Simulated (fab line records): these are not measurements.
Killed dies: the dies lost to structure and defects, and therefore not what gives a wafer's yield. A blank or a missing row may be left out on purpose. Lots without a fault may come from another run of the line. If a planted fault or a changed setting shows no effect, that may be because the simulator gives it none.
fab line records ; flow sky130
record lots=6; wafers=16; lastDay=50
route steps=708 shown VIA3@582 METAL4@598 PAD_OPEN@708
lots untouched by any fault: they come from a run of this same line in which no faults occurred
startH: hours from the record's opening day to when the first of the lot's shown wafers began ; waitH: hours elapsed since this lot's preceding step ; " the same as in the row above ; L1.1+2: a single row standing in for several wafers ; - no value present, or no start provided ; * or withheld: withheld ; < > ~ a bound
route shown NAME@n: names a module that has steps shown in the file, with the first one's number in the route ; usual: the fault-free wafers' mean and standard deviation ; same: alike in all rows ; chamber/n: place in a boat ; sites: per-site readings ; _std_site: their standard deviation ; _edge_site: inner sites' mean taken away from outer sites' mean ; radiusMm: how far each site lies from the wafer's centre ; mask NAME#n: copy n ; behind: the tool/chamber that last shaped the wafer ; hold: reason for holding the lot/hours on hold/outcome of the hold ; device: the n, p or np transistor that did not switch ; end of line: the route-end tests of the same wafers ; a step given without rows: its recipe and nothing more ; killed: dies lost to structure and defects at the first sort, not the wafer's yield ; map: the dies of a wafer, with x for killed, . for not killed, _ for no die there
set.NAME: the setting the step ran with; set.NAME@STEP: the setting that earlier step ran with ; model.NAME: the simulator's own value behind a step, which no gauge read
a table for each step, a row for each wafer; lots at some steps of the route
services: when a tool's chamber went out of use (startH, in hours from the record's first day, below 0 if earlier), for how many hours, and the reason
## steps
# step SKY_VIA3_EXPOSE_09
# recipe maskId=VIM3; na=0.8; sourceShape=annular; sigmaInner=0.55; sigmaOuter=0.85; targetCdNm=200; doseMj=38
# step SKY_VIA3_PEB_10
# recipe pebTempC=withheld; pebTimeS=withheld; resist=KrF-thick
# step SKY_VIA3_DEVELOP_11
# recipe developTimeS=60; resist=KrF-thick; devTempC=21
# step SKY_VIA3_CD_MEAS_12
# recipe targetCdNm=200
# usual cdNm=200.7/1.5
lot.wafer;tool;chamber;startH;waitH;cdNm
L104.2;cdSem-01;-;941.19;-;201.5
L104.3;cdSem-01;-;941.19;-;202.5
L104.6;cdSem-01;-;941.19;-;202.1
L103.1;cdSem-01;-;949.68;-;200.4
L103.3;cdSem-01;-;949.68;-;200.7
L103.4;cdSem-01;-;949.68;-;200.8
L112.2;cdSem-02;-;1004.24;-;199.9
L112.4;cdSem-02;-;1004.24;-;200.4
L112.6;cdSem-02;-;1004.24;-;202.3
L118.3;cdSem-02;-;1040.47;-;201.1
L118.5;cdSem-02;-;1040.47;-;200.5
L121.2;cdSem-01;-;1063.29;-;201.5
L121.5;cdSem-01;-;1063.29;-;201.0
L125.3;cdSem-02;-;1081.39;-;201.5
L125.5;cdSem-02;-;1081.39;-;201.2
L125.6;cdSem-02;-;1081.39;-;202.3
# step SKY_VIA3_OVL_MEAS_13
# usual VIA3_OVL=-8/5.4
lot.wafer;tool;chamber;startH;waitH;VIA3_OVL[nm]
L104.2;overlay-02;-;941.29;0.1;-9
L104.3;overlay-02;-;941.29;0.1;-8
L104.6;overlay-02;-;941.29;0.1;-4
L103.1;overlay-02;-;949.80;0.1;2
L103.3;overlay-02;-;949.80;0.1;-5
L103.4;overlay-02;-;949.80;0.1;-2
L112.2;overlay-01;-;1004.34;0.1;-14
L112.4;overlay-01;-;1004.34;0.1;-4
L112.6;overlay-01;-;1004.34;0.1;-11
L118.3;overlay-02;-;1040.56;0.1;-1
L118.5;overlay-02;-;1040.56;0.1;-3
L121.2;overlay-01;-;1063.39;0.1;-10
L121.5;overlay-01;-;1063.39;0.1;-12
L125.3;overlay-02;-;1081.49;0.1;-16
L125.5;overlay-02;-;1081.49;0.1;-14
L125.6;overlay-02;-;1081.49;0.1;-12
# step SKY_VIA3_ETCH_14
# recipe chemistry=N2/H2; target=BARC; ionEnergyEv=200; sourceW=500; biasW=100; pressureMtorr=30; n2FlowSccm=100; h2FlowSccm=200; stopOn=SiO2; timeS=45.9; targetDepthA=600
# usual drypumpMotorCurrentA=5.6/0.44; oesProductAu=0.855/0.0045; throttleValvePct=13.225/0.0097
lot.wafer;tool;chamber;startH;waitH;drypumpMotorCurrentA;oesProductAu;rfHoursCounterH;throttleValvePct
L104.2;rieDiel-04;2;941.32;0.0;5.6;0.857;16;13.230
L104.3;rieDiel-04;3;941.32;0.0;6.5;0.849;29;13.241
L104.6;rieDiel-04;2;941.32;0.0;5.6;0.856;-;13.237
L103.1;rieDiel-01;1;949.84;0.0;5.6;0.855;6;13.222
L103.3;rieDiel-01;3;949.84;0.0;6.3;0.849;10;13.213
L103.4;rieDiel-01;1;949.84;0.0;5.7;0.853;-;13.216
L112.2;rieDiel-01;1;1004.37;0.0;5.7;0.858;7;13.194
L112.4;rieDiel-01;2;1004.37;0.0;5.2;0.855;21;13.223
L112.6;rieDiel-01;3;1004.37;0.0;6.3;0.852;-;13.223
L118.3;rieDiel-04;0;1040.59;0.0;5.5;0.852;21;13.220
L118.5;rieDiel-04;2;1040.59;0.0;5.6;0.851;-;13.244
L121.2;rieDiel-02;0;1063.42;0.0;5.5;0.859;13;13.234
L121.5;rieDiel-02;3;1063.42;0.0;5.2;0.860;-;13.230
L125.3;rieDiel-04;2;1081.51;0.0;5.6;0.860;22;13.215
L125.5;rieDiel-04;0;1081.51;0.0;5.5;0.852;-;13.219
L125.6;rieDiel-04;1;1081.51;0.0;5.1;0.859;-;13.229
# step SKY_VIA3_ETCH_15
# recipe target=SiO2; chemistry=C4F8/O2/Ar; targetDepthNm=507; stopOn=TiN; maskMaterial=KrF-thick; sourceW=1500; biasW=1200; pressureMtorr=40; c4f8FlowSccm=withheld; O2_flow_sccm=6; Ar_flow_sccm=300; timeS=78
# usual oesProductAu=0.946/0.0052
lot.wafer;tool;chamber;startH;waitH;oesProductAu;rfHoursCounterH
L104.2;rieDiel-04;2;941.37;0.0;0.945;16
L104.3;rieDiel-04;3;941.37;0.0;0.944;29
L104.6;rieDiel-04;2;941.37;0.0;0.951;-
L103.1;rieDiel-01;1;949.88;0.0;0.947;6
L103.3;rieDiel-01;3;949.88;0.0;0.940;10
L103.4;rieDiel-01;1;949.88;0.0;0.953;-
L112.2;rieDiel-01;1;1004.42;0.0;0.952;7
L112.4;rieDiel-01;2;1004.42;0.0;0.939;21
L112.6;rieDiel-01;3;1004.42;0.0;0.946;-
L118.3;rieDiel-04;0;1040.63;0.0;0.942;21
L118.5;rieDiel-04;2;1040.63;0.0;0.941;-
L121.2;rieDiel-02;0;1063.47;0.0;0.953;13
L121.5;rieDiel-02;3;1063.47;0.0;0.940;-
L125.3;rieDiel-04;2;1081.55;0.0;0.941;22
L125.5;rieDiel-04;0;1081.55;0.0;0.952;-
L125.6;rieDiel-04;1;1081.55;0.0;0.939;-
# step SKY_VIA3_STRIP_16
# recipe chemistry=O2/N2; powerW=1400; pressureMtorr=1500; platenTempC=withheld; o2FlowSccm=3000; n2FlowSccm=300; overashFraction=0.5
# usual drypumpMotorCurrentA=5.50/0.3; oesProductAu=0.403/0.0044; stripTimeToEndpointS=4.140/0.022
lot.wafer;tool;chamber;startH;waitH;drypumpMotorCurrentA;oesProductAu;rfHoursCounterH;stripTimeToEndpointS
L104.2;plasmaAsher-02;1;941.43;0.0;4.74;0.398;105;4.153
L104.3;plasmaAsher-02;0;941.43;0.0;5.77;0.405;-;4.102
L104.6;plasmaAsher-02;1;941.43;0.0;4.74;0.401;-;4.131
L103.1;plasmaAsher-01;0;949.94;0.0;5.56;0.399;21;4.132
L103.3;plasmaAsher-01;1;949.94;0.0;5.55;0.407;-;4.109
L103.4;plasmaAsher-01;0;949.94;0.0;5.59;0.403;-;4.138
L112.2;plasmaAsher-01;1;1004.48;0.0;5.51;0.403;27;4.157
L112.4;plasmaAsher-01;1;1004.48;0.0;5.52;0.400;-;4.174
L112.6;plasmaAsher-01;1;1004.48;0.0;5.55;0.400;-;4.141
L118.3;plasmaAsher-01;1;1040.72;0.1;5.50;0.405;-;4.160
L118.5;plasmaAsher-01;1;1040.72;0.1;5.52;0.405;-;4.160
L121.2;plasmaAsher-04;1;1063.53;0.0;5.37;0.401;94;4.101
L121.5;plasmaAsher-04;0;1063.53;0.0;5.86;0.405;-;4.090
L125.3;plasmaAsher-01;0;1081.65;0.1;5.56;0.399;-;4.166
L125.5;plasmaAsher-01;1;1081.65;0.1;5.51;0.407;-;4.167
L125.6;plasmaAsher-01;0;1081.65;0.1;5.54;0.402;-;4.156
# step SKY_VIA3_STRIP_17
# recipe chemistry=postEtchResidueRemover; timeS=1200; tempC=72.5
# step SKY_VIA3_CLEAN_18
# recipe chemistry=IPA; timeS=180; tempC=25
# step SKY_VIA3_CLEAN_19
# recipe chemistry=O3/DIW; dry=n2Spin
# step SKY_VIA3_SPUTTER_20
# recipe material=TiN; targetThkNm=20; chamberPressurePa=5; powerW=4000; timeS=80
# usual cathodeDcPowerW=3999.9/0.77; throttleValvePct=30.2/0.89
lot.wafer;tool;chamber;startH;waitH;cathodeDcPowerW;throttleValvePct
L104.2;pvdSputter-04;-;942.05;0.0;4000.1;30.1
L104.3;pvdSputter-04;-;942.05;0.0;3999.4;29.8
L104.6;pvdSputter-04;-;942.05;0.0;4000.0;30.1
L103.1;pvdSputter-04;-;950.53;0.0;3999.7;30.2
L103.3;pvdSputter-04;-;950.53;0.0;4000.4;29.8
L103.4;pvdSputter-04;-;950.53;0.0;3999.0;29.4
L112.2;pvdSputter-02;-;1005.08;0.0;4000.3;31.3
L112.4;pvdSputter-02;-;1005.08;0.0;4000.4;29.9
L112.6;pvdSputter-02;-;1005.08;0.0;3999.2;30.0
L118.3;pvdSputter-01;-;1041.28;0.0;3999.3;29.3
L118.5;pvdSputter-01;-;1041.28;0.0;3999.4;31.9
L121.2;pvdSputter-01;-;1064.13;0.0;3999.3;30.8
L121.5;pvdSputter-01;-;1064.13;0.0;3998.8;31.0
L125.3;pvdSputter-02;-;1082.21;0.0;4000.1;30.0
L125.5;pvdSputter-02;-;1082.21;0.0;4000.9;30.2
L125.6;pvdSputter-02;-;1082.21;0.0;3999.2;29.8
# step SKY_VIA3_CVD_21
# recipe material=W; targetThkNm=390; timeS=117.31; tempC=400; pressureTorr=40
# usual heaterPowerW=843/64
lot.wafer;tool;chamber;startH;waitH;heaterPowerW;model.W_of_VIA3_CVD_21.thkNm
L104.2;cvdW-02;1;942.11;0.0;904;388.6
L104.3;cvdW-02;0;942.11;0.0;750;390
L104.6;cvdW-02;1;942.11;0.0;903;394.3
L103.1;cvdW-02;0;950.59;0.0;764;388.2
L103.3;cvdW-02;0;950.59;0.0;756;390.2
L103.4;cvdW-02;0;950.59;0.0;753;391.6
L112.2;cvdW-02;0;1005.14;0.0;761;391.5
L112.4;cvdW-02;0;1005.14;0.0;746;390.4
L112.6;cvdW-02;1;1005.14;0.0;882;389.2
L118.3;cvdW-02;0;1041.38;0.1;755;393.5
L118.5;cvdW-02;1;1041.38;0.1;906;443.8
L121.2;cvdW-02;0;1064.19;0.0;765;443.4
L121.5;cvdW-02;0;1064.19;0.0;758;446
L125.3;cvdW-01;0;1082.31;0.1;826;415.1
L125.5;cvdW-01;0;1082.31;0.1;812;410.6
L125.6;cvdW-01;1;1082.31;0.1;900;396.4
# step SKY_VIA3_RS_MEAS_22
# recipe thkMeasGauge=four-point-probe; reads=W_of_VIA3_CVD_21+TiN_of_VIA3_SPUTTER_20
# usual VIA3_W_RS=0.290/0.0066
lot.wafer;tool;chamber;startH;waitH;hold;VIA3_W_RS[ohm/sq]
L104.2;filmMetro-04;-;942.25;0.1;-;0.295
L104.3;filmMetro-04;-;942.25;0.1;-;0.294
L104.6;filmMetro-04;-;942.25;0.1;-;0.291
L103.1;filmMetro-03;-;950.84;0.2;-;0.295
L103.3;filmMetro-03;-;950.84;0.2;-;0.294
L103.4;filmMetro-03;-;950.84;0.2;-;0.293
L112.2;filmMetro-04;-;1005.28;0.1;-;0.292
L112.4;filmMetro-04;-;1005.28;0.1;-;0.294
L112.6;filmMetro-04;-;1005.28;0.1;-;0.295
L118.3;filmMetro-03;-;1041.51;0.1;awaitDispo/0.2h/release;0.291
L118.5;filmMetro-03;-;1041.51;0.1;awaitDispo/0.2h/release;0.258
L118.3;filmMetro-03;-;1041.79;0.3;-;0.290
L118.5;filmMetro-03;-;1041.79;0.3;-;0.257
L121.2;filmMetro-04;-;1064.34;0.1;awaitDispo/0.2h/release;0.259
L121.5;filmMetro-04;-;1064.34;0.1;awaitDispo/0.2h/release;0.257
L121.2;filmMetro-04;-;1064.62;0.3;-;0.258
L121.5;filmMetro-04;-;1064.62;0.3;-;0.256
L125.3;filmMetro-04;-;1082.43;0.1;-;0.276
L125.5;filmMetro-04;-;1082.43;0.1;-;0.279
L125.6;filmMetro-04;-;1082.43;0.1;-;0.289
# step SKY_VIA3_THK_MEAS_23
# recipe thkMeasGauge=xrf; reads=W_of_VIA3_CVD_21
# usual VIA3_W_THK=390/9.4
lot.wafer;tool;chamber;startH;waitH;hold;VIA3_W_THK[nm]
L104.2;filmMetro-04;-;942.36;0.1;-;380
L104.3;filmMetro-04;-;942.36;0.1;-;383
L104.6;filmMetro-04;-;942.36;0.1;-;387
L103.1;filmMetro-03;-;950.96;0.1;-;381
L103.3;filmMetro-03;-;950.96;0.1;-;383
L103.4;filmMetro-03;-;950.96;0.1;-;385
L112.2;filmMetro-04;-;1005.39;0.1;-;391
L112.4;filmMetro-04;-;1005.39;0.1;-;391
L112.6;filmMetro-04;-;1005.39;0.1;-;389
L118.3;filmMetro-03;-;1047.54;5.7;awaitDispo/0.2h/release;380
L118.5;filmMetro-03;-;1047.54;5.7;awaitDispo/0.2h/release;433
L118.3;filmMetro-03;-;1047.77;0.2;-;386
L118.5;filmMetro-03;-;1047.77;0.2;-;428
L121.2;filmMetro-04;-;1066.58;1.9;awaitDispo/0.2h/release;442
L121.5;filmMetro-04;-;1066.58;1.9;awaitDispo/0.2h/release;445
L121.2;filmMetro-04;-;1066.80;0.2;-;443
L121.5;filmMetro-04;-;1066.80;0.2;-;442
L125.3;filmMetro-04;-;1082.53;0.1;-;415
L125.5;filmMetro-04;-;1082.53;0.1;-;407
L125.6;filmMetro-04;-;1082.53;0.1;-;394
# step SKY_VIA3_CMP_24
# recipe stopOn=SiO2; tOverpolishS=20; downForcePsi=3.5; platenRpm=60; targetThkNm=0; padVelocityMS=0.94248
# usual motorCurrentA=11.1/0.73; platenRpm=60.00/0.04; slurryFilterDpKPa=13.49/0.14; slurryFlowMlMin=150.0/0.49; timeToEndpointS=95/3.6
lot.wafer;tool;chamber;startH;waitH;hold;motorCurrentA;platenRpm;slurryFilterDpKPa;slurryFlowMlMin;timeToEndpointS
L104.3;cmp-01;1;942.51;0.1;-;11.7;60.04;13.56;149.3;92
L104.2;cmp-01;2;942.51;0.1;-;11.1;60.08;13.56;150.3;91
L104.6;cmp-01;0;942.51;0.1;-;10.2;59.96;13.64;150.7;95
L103.3;cmp-02;2;951.07;0.1;-;11.1;60.00;13.69;149.3;91
L103.1;cmp-02;3;951.07;0.1;-;11.2;60.00;13.43;150.1;91
L103.4;cmp-02;0;951.07;0.1;-;12.5;59.95;13.49;150.1;92
L112.4;cmp-02;3;1005.44;0.0;-;11.2;59.96;13.40;149.6;90
L112.2;cmp-02;1;1005.44;0.0;-;10.8;60.04;13.64;150.6;97
L112.6;cmp-02;0;1005.44;0.0;-;12.8;60.04;13.58;149.3;98
L118.3;cmp-01;0;1050.38;2.6;awaitDispo/2.5h/release;9.8;59.84;13.36;149.4;95
L118.5;cmp-01;3;1050.38;2.6;awaitDispo/2.5h/release;11.9;60.02;13.38;150.1;107
L121.2;cmp-01;3;1071.12;4.3;awaitDispo/4.1h/release;11.4;59.99;13.40;150.6;110
L121.5;cmp-01;2;1071.12;4.3;awaitDispo/4.1h/release;10.6;60.10;13.79;149.6;109
L125.3;cmp-01;3;1082.57;0.0;-;10.9;60.00;13.63;149.0;98
L125.5;cmp-01;3;1082.57;0.0;-;11.6;60.04;13.53;149.1;101
L125.6;cmp-01;0;1082.57;0.0;-;9.8;60.00;13.15;150.6;95
# step SKY_METAL4_SPUTTER_00
# recipe material=Ti; targetThkNm=15; powerW=3000; timeS=10; chamberPressurePa=0.4
# usual cathodeDcPowerW=3000.0/0.53; throttleValvePct=30.6/1
lot.wafer;tool;chamber;startH;waitH;cathodeDcPowerW;throttleValvePct
L104.2;pvdSputter-03;-;942.71;0.1;3000.4;29.9
L104.3;pvdSputter-03;-;942.71;0.1;3000.1;30.0
L104.6;pvdSputter-03;-;942.71;0.1;2999.8;32.2
L103.1;pvdSputter-04;-;951.32;0.1;2999.3;29.2
L103.3;pvdSputter-04;-;951.32;0.1;2999.2;30.4
L103.4;pvdSputter-04;-;951.32;0.1;2999.5;30.9
L112.2;pvdSputter-04;-;1005.74;0.1;2999.6;30.5
L112.4;pvdSputter-04;-;1005.74;0.1;2999.9;30.4
L112.6;pvdSputter-04;-;1005.74;0.1;2999.3;29.5
L118.3;pvdSputter-03;-;1050.58;0.1;3000.0;32.4
L118.5;pvdSputter-03;-;1050.58;0.1;3000.5;30.3
L121.2;pvdSputter-01;-;1071.32;0.1;3000.0;30.7
L121.5;pvdSputter-01;-;1071.32;0.1;3000.8;29.3
L125.3;pvdSputter-03;-;1082.87;0.2;3001.0;32.0
L125.5;pvdSputter-03;-;1082.87;0.2;3000.4;32.2
L125.6;pvdSputter-03;-;1082.87;0.2;2999.9;30.0
# step SKY_PAD_OPEN_PROBE_99
# usual defectLimitedYield=82.5/2; killed_at_M0_to_M3=44/7; killed_at_M4_up=3.0/1.7; killedAtContacts=24/5.2; killedAtFrontEnd=15/4.8; killedAtOther=0.2/0.56; killedDies=86/9.7; killedOpen=47/7.1; killedShort=39/6.3; sort_bin_3_pad_short=0.9/0.4; sort_bin_5_function=10.3/1.6; sort_bin_6_memory=6.3/1.2; sortNPass=406/9.7; sortYieldPct=82.5/2
# same grossDies=492; killedAtBackSide=0; sort_bin_4_leakage[%]=0; sort_bin_8_speed[%]=0
lot.wafer;tool;chamber;startH;waitH;hold;defectLimitedYield[%];killed_at_M0_to_M3;killed_at_M4_up;killedAtContacts;killedAtFrontEnd;killedAtOther;killedDies;killedOpen;killedShort;sort_bin_3_pad_short[%];sort_bin_5_function[%];sort_bin_6_memory[%];sortNPass;sortYieldPct[%]
L104.2;prober-01;-;1088.27;0.1;-;81.5;49;3;26;13;0;91;43;48;1.4;10.6;6.5;401;81.5
L104.3;prober-01;-;1088.32;0.2;-;85.8;34;0;24;12;0;70;43;27;1.0;8.7;4.5;422;85.8
L104.6;prober-01;-;1088.47;0.2;-;82.7;42;2;27;14;0;85;43;41;1.6;10.8;4.9;407;82.7
L103.1;prober-02;-;1096.83;0.1;-;84.8;42;1;26;6;0;75;42;33;0.2;9.6;5.5;417;84.8
L103.3;prober-02;-;1096.93;0.2;-;85.0;36;4;24;10;0;74;36;37;0.2;10.0;4.9;418;85.0
L103.4;prober-02;-;1096.98;0.2;-;81.7;48;5;22;15;0;90;57;33;0.4;11.6;6.3;402;81.7
L112.2;prober-02;-;1141.17;0.1;-;84.6;36;5;23;12;0;76;37;39;0.8;8.7;5.9;416;84.6
L112.4;prober-02;-;1141.27;0.2;-;85.0;36;4;24;10;0;74;35;39;1.0;9.3;4.7;418;85.0
L112.6;prober-02;-;1141.37;0.2;-;82.5;49;2;23;12;0;86;46;40;0.6;9.6;7.3;406;82.5
L118.3;prober-01;-;1170.79;0.2;-;84.1;44;3;16;15;0;78;40;38;1.4;9.8;4.7;414;84.1
L121.2;prober-01;-;1187.80;0.1;awaitDispo/1.7h/release;79.1;47;2;30;23;1;103;64;37;0.2;12.0;8.7;389;79.1
L121.5;prober-01;-;1187.95;0.2;awaitDispo/1.7h/release;84.8;37;3;18;17;0;75;34;41;0.8;7.9;6.5;417;84.8
L125.3;prober-02;-;1200.14;0.2;-;78.3;47;3;39;18;0;107;55;51;1.0;13.8;6.9;385;78.3
L125.5;prober-02;-;1200.24;0.2;-;83.5;50;0;16;15;0;81;43;38;0.8;10.6;5.1;411;83.5
L125.6;prober-02;-;1200.29;0.2;-;82.9;43;1;24;16;0;84;44;38;0.8;9.3;6.9;408;82.9
# killed by level:class
L104.2 CONTACT:geometricParticle:open=10 METAL1:geometricParticle:short=8 VIA2:geometricParticle:open=7 VIA1:geometricParticle:open=7 METAL2:geometricParticle:short=7 VIA1:geometricParticle:short=6 VIA2:geometricParticle:short=6 LI_CONTACT:geometricParticle:open=5
L104.3 CONTACT:geometricParticle:open=11 VIA2:geometricParticle:open=7 FIELD_ISO:geometricParticle:open=6 VIA1:geometricParticle:open=6 LOCAL_INTERCONNECT:geometricParticle:short=5 METAL1:geometricParticle:short=5 VIA3:geometricParticle:open=5 LI_CONTACT:geometricParticle:short=3
L104.6 CONTACT:geometricParticle:open=13 VIA3:geometricParticle:open=7 LOCAL_INTERCONNECT:geometricParticle:short=7 METAL1:geometricParticle:short=7 VIA2:geometricParticle:open=7 FIELD_ISO:geometricParticle:short=5 VIA1:geometricParticle:open=5 VIA3:geometricParticle:short=4
L103.1 VIA1:geometricParticle:open=11 CONTACT:geometricParticle:open=8 METAL1:geometricParticle:short=7 LI_CONTACT:geometricParticle:open=7 VIA1:geometricParticle:short=5 LOCAL_INTERCONNECT:geometricParticle:short=5 VIA3:geometricParticle:open=5 VIA2:geometricParticle:open=4
L103.3 CONTACT:geometricParticle:open=12 METAL1:geometricParticle:short=8 CONTACT:geometricParticle:short=5 VIA2:geometricParticle:open=5 VIA3:geometricParticle:short=5 VIA1:geometricParticle:open=4 METAL3:geometricParticle:short=4 POLY_CUT:geometricParticle:open=3
L103.4 VIA1:geometricParticle:open=13 METAL2:geometricParticle:short=9 LI_CONTACT:geometricParticle:open=9 VIA3:geometricParticle:open=8 CONTACT:geometricParticle:open=7 POLY_GATE:geometricParticle:open=5 METAL4:geometricParticle:short=5 FIELD_ISO:geometricParticle:short=4
L112.2 VIA1:geometricParticle:open=9 CONTACT:geometricParticle:open=8 METAL1:geometricParticle:short=6 VIA3:geometricParticle:open=6 LI_CONTACT:geometricParticle:open=5 VIA1:geometricParticle:short=5 FIELD_ISO:geometricParticle:short=4 CONTACT:geometricParticle:short=4
L112.4 VIA1:geometricParticle:open=10 LOCAL_INTERCONNECT:geometricParticle:short=6 CONTACT:geometricParticle:short=6 CONTACT:geometricParticle:open=5 METAL1:geometricParticle:open=4 VIA3:geometricParticle:open=4 METAL4:geometricParticle:short=4 FIELD_ISO:geometricParticle:open=3
L112.6 VIA1:geometricParticle:open=11 LI_CONTACT:geometricParticle:open=9 VIA1:geometricParticle:short=7 CONTACT:geometricParticle:open=6 METAL1:geometricParticle:short=6 VIA2:geometricParticle:open=5 POLY_GATE:geometricParticle:short=4 METAL2:geometricParticle:short=4
L118.3 CONTACT:geometricParticle:open=8 VIA2:geometricParticle:open=7 VIA1:geometricParticle:open=6 POLY_GATE:geometricParticle:short=5 METAL1:geometricParticle:short=5 VIA1:geometricParticle:short=5 METAL2:geometricParticle:short=5 VIA3:geometricParticle:open=5
L121.2 VIA3:geometricParticle:open=12 VIA1:geometricParticle:open=12 CONTACT:geometricParticle:open=8 FIELD_ISO:geometricParticle:open=7 LI_CONTACT:geometricParticle:open=7 CONTACT:geometricParticle:short=7 VIA2:geometricParticle:open=6 POLY_GATE:geometricParticle:open=5
L121.5 VIA1:geometricParticle:open=11 FIELD_ISO:geometricParticle:short=6 LI_CONTACT:geometricParticle:open=5 CONTACT:geometricParticle:short=5 METAL1:geometricParticle:short=5 VIA1:geometricParticle:short=5 FIELD_ISO:geometricParticle:open=4 VIA3:geometricParticle:short=4
L125.3 CONTACT:geometricParticle:open=11 LI_CONTACT:geometricParticle:open=9 CONTACT:geometricParticle:short=9 VIA1:geometricParticle:open=9 METAL1:geometricParticle:short=8 VIA3:geometricParticle:open=7 VIA2:geometricParticle:open=5 LOCAL_INTERCONNECT:geometricParticle:short=4
L125.5 VIA3:geometricParticle:open=10 METAL1:geometricParticle:short=7 VIA2:geometricParticle:open=7 CONTACT:geometricParticle:open=6 VIA1:geometricParticle:short=5 VIA1:geometricParticle:open=5 METAL2:geometricParticle:short=5 FIELD_ISO:geometricParticle:open=4
L125.6 VIA2:geometricParticle:open=8 VIA3:geometricParticle:open=6 LI_CONTACT:geometricParticle:open=6 LOCAL_INTERCONNECT:geometricParticle:short=6 CONTACT:geometricParticle:open=5 VIA1:geometricParticle:short=5 VIA1:geometricParticle:open=5 FIELD_ISO:geometricParticle:open=4
# map L118.3 (x killed, . not)
__________....x....._________
________x.x.....xx...._______
______...............x.._____
_____.....xx.............____
____.x...............x....___
___.x.x............xx......__
__x......xx.......xx........_
_..x..xx...x.x...x......x....
_.x...x.......x.x.........x..
_.......x.....x...x..x.......
_.....x...........xx.x..x..x.
_................xxx..x.xx...
_....x...............xx......
_...x..........x.............
_...........x........x.......
__.........x......x..x...xx._
___...x.xx.........x.......__
____x.......x.............___
_____..x.....x....x......____
______x........x..x....._____
________.x.x.x...x..x._______
__________...x.....x_________
# map L121.2 (x killed, . not)
__________x........x_________
________.x.......x.x.._______
______.x......x.xx..x..x_____
_____...x...........x.x.x____
____x.........x.xxxxx...xx___
___.x........x.........x.x.__
__.x..x......x.....x...xx..._
_....x................xx....x
_....x...x..x..xxx...........
_.......x........x.........x.
_xxxx.........xxxx..xxx......
_...xx.........x.x...x..xx.x.
_..xx.x.................x..x.
_.x.......................x..
_....x...x...x.x..........x..
__...x..x...x..x............_
___.x.............x.x......__
____..x......x......x.....___
_____......x........x....____
______x....x...........x_____
________x..x.x.....x.._______
__________.xxx..x.xx_________
## services
tool;chamber;startH;hours;kind
cmp-01;-;918.50;5.3;pm
pvdSputter-01;-;918.80;6.6;repair
cmp-01;-;926.55;3.8;repair
cmp-01;-;926.73;5.7;repair
rieDiel-04;-;939.67;0.3;repair
cvdW-01;-;940.28;2.8;pm
rieDiel-04;2;941.71;13.9;repair
rieDiel-01;2;943.47;7.2;repair
cvdW-02;1;943.49;7.7;repair
rieDiel-02;3;952.31;7.9;repair
plasmaAsher-04;-;962.02;3.4;repair
pvdSputter-04;-;963.20;8.8;repair
plasmaAsher-02;-;984.34;15.6;pm
pvdSputter-04;-;992.93;1.3;repair
cmp-02;-;993.62;0.6;repair
plasmaAsher-04;-;995.30;28.1;pm
plasmaAsher-02;-;1010.77;29.0;pm
rieDiel-01;3;1018.48;4.0;repair
plasmaAsher-02;-;1039.74;2.8;pm
cmp-02;-;1041.12;4.7;pm
cvdW-02;0;1043.97;16.5;repair
plasmaAsher-02;-;1055.25;9.0;pm
pvdSputter-04;-;1066.53;0.6;repair
cvdW-02;-;1079.34;0.2;repair
## key
firstSign step=SKY_VIA3_RS_MEAS_22; reading=visit; direction=added
effect step=SKY_VIA3_RS_MEAS_22; reading=VIA3_W_RS; direction=down; sigmas=4.9; usual=0.290; struck=0.258
effect step=SKY_VIA3_THK_MEAS_23; reading=visit; direction=added
effect step=SKY_VIA3_THK_MEAS_23; reading=VIA3_W_THK; direction=up; sigmas=5.4; usual=390; struck=440
effect step=SKY_VIA3_CMP_24; reading=timeToEndpointS; direction=up; sigmas=3.8; usual=*; struck=*
modelEffect step=SKY_VIA3_CVD_21; value=W_of_VIA3_CVD_21.thkNm; without=391.4; struck=444.4
metAt SKY_VIA3_CVD_21
struckWafers L118.5,L121.2,L121.5
rowsEnd L118.5
onsetBetween 1005.14 1041.38
fault kind=processParameterDrift; tool=cvdW-02; chamber=-; onsetH=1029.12; steps=SKY_VIA3_CVD_21; channel=targetThkNm; offset=52.929; shape=step; endH=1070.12; scope=struckWafersOnly; actsIn=theseRecipesOnly; stated=390
# rowsEnd: these wafers met a further fault down the route, and their rows from its step on are left out
